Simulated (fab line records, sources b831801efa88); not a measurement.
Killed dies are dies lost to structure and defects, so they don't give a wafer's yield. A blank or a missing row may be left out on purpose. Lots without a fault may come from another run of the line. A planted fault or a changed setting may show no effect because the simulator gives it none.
Problem report in the 8D (eight disciplines) form, filled by code | flow gf180mcu | the parts of the form that need people (team, actions taken, sign-off) are left out

1. THE PROBLEM
oes_product_au at GF_MIM_METAL_ETCH_19 reads a mean of 1.004 a.u. on 3 wafers of 2 lots; wafers without a fault read 0.940 a.u. with a standard deviation of 0.0057. That is +11 standard deviations from the usual mean.
The step: etches the open film in Cl2/BCl3, stops on Si3N4, target depth 324.5 nm, time 54.1 s.
First seen on wafer L156.3, day 29 00:24, on rie_metal-01. The record holds 18 wafers of 6 lots with a number at this step. Rule for "out", or "out of limits": more than 4 standard deviations from the usual mean. The other wafers with a number count as sound.

2. WHAT IT IS AND WHAT IT IS NOT
question                    | is                         | is not
which readings at this step | oes_product_au             | drypump_motor_current_A
which lots                  | L156, L157                 | L146, L153, L165, L168
which wafers of those lots  | L156.3, L156.5, L157.2     | L156.2, L157.3, L157.6
read on which tools         | rie_metal-01, rie_metal-02 | rie_metal-03
when                        | from day 29 00:24          | up to then (7 sound wafers); but 8 sound wafers of L157, L165, L168 came after

3. SUSPECTS, AND WHAT RULES EACH OUT
Counting: a tool at a process step up to the reading stays a suspect if it ran every lot that is out. Sound lots after the first of them don't rule it out here, since some wafers of a struck lot are sound.
- pvd_sputter-03 at GF_MIM_SPUTTER_00 (material Ti, target thk 37.5 nm, time 150 s): kept. It ran every lot that is out, first L156 (day 28 05:05); its last sound lot up to then is L153 (day 27 05:35).
- pvd_sputter-03 at GF_MIM_SPUTTER_02 (material AlCu, target thk 450 nm, time 23.9 s): kept. It ran every lot that is out, first L156 (day 28 05:14); its last sound lot up to then is L153 (day 27 05:43).
- pvd_sputter-04 at GF_MIM_SPUTTER_07 (material TiN, target thk 60 nm, time 50 s): kept. It ran every lot that is out, first L156 (day 28 05:25); its last sound lot up to then is L146 (day 24 21:02).
- pvd_sputter-04 at GF_MIM_SPUTTER_09 (material TiN, target thk 35 nm, time 29.2 s): kept. It ran every lot that is out, first L156 (day 28 05:28); its last sound lot up to then is L146 (day 24 21:07).
Left after counting: pvd_sputter-03 at GF_MIM_SPUTTER_00, pvd_sputter-03 at GF_MIM_SPUTTER_02, pvd_sputter-04 at GF_MIM_SPUTTER_07, pvd_sputter-04 at GF_MIM_SPUTTER_09.

4. THE CAUSE (what the simulator had put in)
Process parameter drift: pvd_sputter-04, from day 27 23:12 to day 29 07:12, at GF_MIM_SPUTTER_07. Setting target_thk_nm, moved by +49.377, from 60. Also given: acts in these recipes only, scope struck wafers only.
Counting left 4 suspects, and this tool is among them.

5. THE CHAIN OF EFFECTS, in route order
Each row: a reading whose mean over the struck wafers that have a number lies more than 3 standard deviations from the usual. Only readings for which the record gives a usual standard deviation are gone through. hours: the time from each lot's start at the first step in this table that gives one to its start at this step, as a median over the lots. sigmas: the change in usual standard deviations.
hours | step                 | reading            | usual      | on struck wafers | change | sigmas
0     | GF_MIM_METAL_ETCH_19 | oes_product_au     | 0.940 a.u. | 1.004            | +0.064 | +11
0     | GF_MIM_METAL_ETCH_19 | throttle_valve_pct | 28.285 %   | 28.225           | -0.060 | -5.0
The process steps in it:
- GF_MIM_METAL_ETCH_19: etches the open film in Cl2/BCl3, stops on Si3N4, target depth 324.5 nm, time 54.1 s.

6. WHAT WOULD HAVE CAUGHT IT SOONER
In this record the first reading out of limits was taken at day 29 00:24, 25 hours after the fault began at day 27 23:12.
Of the tool readings at GF_MIM_SPUTTER_07 for which the record gives a usual standard deviation, none was out on any struck wafer, so an alarm limit of 4 standard deviations on them would not have fired.
All the lots that are out (2) had begun GF_MIM_SPUTTER_07 on pvd_sputter-04 by day 29 00:24. A hold on the tool at that time would have spared none of them.
